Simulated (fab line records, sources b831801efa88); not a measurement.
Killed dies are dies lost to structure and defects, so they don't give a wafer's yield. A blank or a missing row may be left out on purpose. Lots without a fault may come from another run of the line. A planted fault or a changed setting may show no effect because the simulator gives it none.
Problem report in the 8D (eight disciplines) form, filled by code | flow gf180mcu | the parts of the form that need people (team, actions taken, sign-off) are left out

1. THE PROBLEM
V4_CVD_00_THK at GF_V4_THK_MEAS_01 reads a mean of 293 nm on 3 wafers of 2 lots; wafers without a fault read 599 nm with a standard deviation of 6.6. That is -46 standard deviations from the usual mean.
First seen on wafer L649.1, day 26 05:55, on film_metro-01. The record holds 35 wafers of 12 lots with a number at this step. Rule for "out", or "out of limits": more than 4 standard deviations from the usual mean. The other wafers with a number count as sound.

2. WHAT IT IS AND WHAT IT IS NOT
question                    | is                           | is not
which readings at this step | V4_CVD_00_THK                | -
which lots                  | L649, L653                   | L643, L652, L655, L658, L659, L661, L662, L663, L664, L665
which wafers of those lots  | L649.1, L649.6, L653.3       | L649.2, L653.2, L653.5
read on which gauges        | film_metro-01, film_metro-04 | film_metro-02
when                        | from day 26 05:55            | up to then (4 sound wafers); but 28 sound wafers of L652, L653, L655, L658, L659, L661, L662, L663, L664, L665 came after

3. SUSPECTS, AND WHAT RULES EACH OUT
Counting: a tool at a process step up to the reading stays a suspect if it ran every lot that is out. Sound lots after the first of them don't rule it out here, since some wafers of a struck lot are sound.
- the gauge at GF_V4_THK_MEAS_01: ruled out. The wafers that are out were read on 2 gauges (film_metro-01, film_metro-04).
- hdpcvd-01 at GF_V4_CVD_00 (deposits SiO2, target thk 600 nm, time 100 s): kept. It ran every lot that is out, first L649 (day 26 05:51). Its own readings are out on those wafers: sih4_flow_sccm.
- Within hdpcvd-01 at GF_V4_CVD_00: the wafers that are out ran in chamber 0; their sound lot-mates ran in chambers 1, 2.
Left after counting: hdpcvd-01 at GF_V4_CVD_00.

4. THE CAUSE (what the simulator had put in)
Process parameter drift: hdpcvd-01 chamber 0, from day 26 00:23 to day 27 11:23, at GF_V4_CVD_00. Setting sih4_flow_sccm, moved by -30, from 60. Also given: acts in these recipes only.
Counting left only this tool.

5. THE CHAIN OF EFFECTS, in route order
Each row: a reading whose mean over the struck wafers that have a number lies more than 3 standard deviations from the usual. Only readings for which the record gives a usual standard deviation are gone through. hours: the time from each lot's start at the first step in this table that gives one to its start at this step, as a median over the lots. sigmas: the change in usual standard deviations.
hours | step              | reading        | usual      | on struck wafers | change | sigmas
0     | GF_V4_CVD_00      | sih4_flow_sccm | 59.99 sccm | 29.80            | -30.19 | -99 or more
0     | GF_V4_THK_MEAS_01 | V4_CVD_00_THK  | 599 nm     | 293              | -306   | -46
The process steps in it:
- GF_V4_CVD_00: deposits SiO2, target thk 600 nm, time 100 s.

6. WHAT WOULD HAVE CAUGHT IT SOONER
In this record the first reading out of limits at a measuring or inspecting step was taken at day 26 05:55, 6 hours after the fault began at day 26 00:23.
The tool's own readings at GF_V4_CVD_00 were out on every struck wafer that the step has a row for (sih4_flow_sccm): an alarm limit on them would have fired on the first of those.
Of the lots that are out (2), L653 began GF_V4_CVD_00 on hdpcvd-01 after day 26 05:55. A hold on the tool at that time would have spared it.
